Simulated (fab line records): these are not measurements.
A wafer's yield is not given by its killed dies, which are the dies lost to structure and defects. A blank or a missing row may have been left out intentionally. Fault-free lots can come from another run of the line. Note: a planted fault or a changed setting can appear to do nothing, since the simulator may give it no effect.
Matching of chambers | flow sky130 | SKY_VIA2_ETCH_14 on rieDiel-04 has 4 sister chambers
The step etches BARC in N2/H2, stops on SiO2, time 45.9 s, target depth 60 nm. 8 wafers are shown with their chamber, then 7 later ones without.

WAFERS PAIRED WITH THEIR CHAMBERS
wafer  | chamber | drypumpMotorCurrentA (A) | throttleValvePct (%)
L599.2 | 2       | 5.83                     | 13.224
L600.1 | 2       | 5.81                     | 13.228
L600.3 | 0       | 6.03                     | 13.226
L601.2 | 0       | 5.99                     | 13.214
L601.4 | 1       | 6.21                     | 13.234
L601.5 | 3       | 5.69                     | 13.232
L602.4 | 1       | 6.21                     | 13.237
L602.5 | 3       | 5.71                     | 13.228

WAFERS WHOSE CHAMBER IS MISSING
wafer  | drypumpMotorCurrentA (A) | throttleValvePct (%)
L602.6 | 6.03                     | 13.243
L611.2 | 6.05                     | 13.218
L611.4 | 5.83                     | 13.235
L611.5 | 6.23                     | 13.218
L614.4 | 6.22                     | 13.212
L614.5 | 5.68                     | 13.224
L614.6 | 6.04                     | 13.217

CHAMBER TAKEN BY EACH
wafer  | from the rows above | in truth
L602.6 | 0                   | 0
L611.2 | 0                   | 0
L611.4 | 2                   | 2
L611.5 | 1                   | 1
L614.4 | 1                   | 1
L614.5 | 3                   | 3
L614.6 | 0                   | 0
Correctly placed: 7 of 7. Number that these rows cannot place: 0. Placed wrongly: 0.
How it was worked out, from the rows above alone: a wafer's distance from a chamber is the root of the sum, over the readings, of the square of ((its reading less the chamber's mean) divided by the reading's scatter). If the next closest chamber is less than 2 further off than the closest, the wafer can't be placed; otherwise it belongs to the closest. For every chamber, the mean is computed from those of its wafers that are shown. The scatter: take each reading less its chamber's mean, square it, sum over the shown wafers, divide by the number of wafers less the number of chambers, and take the root.
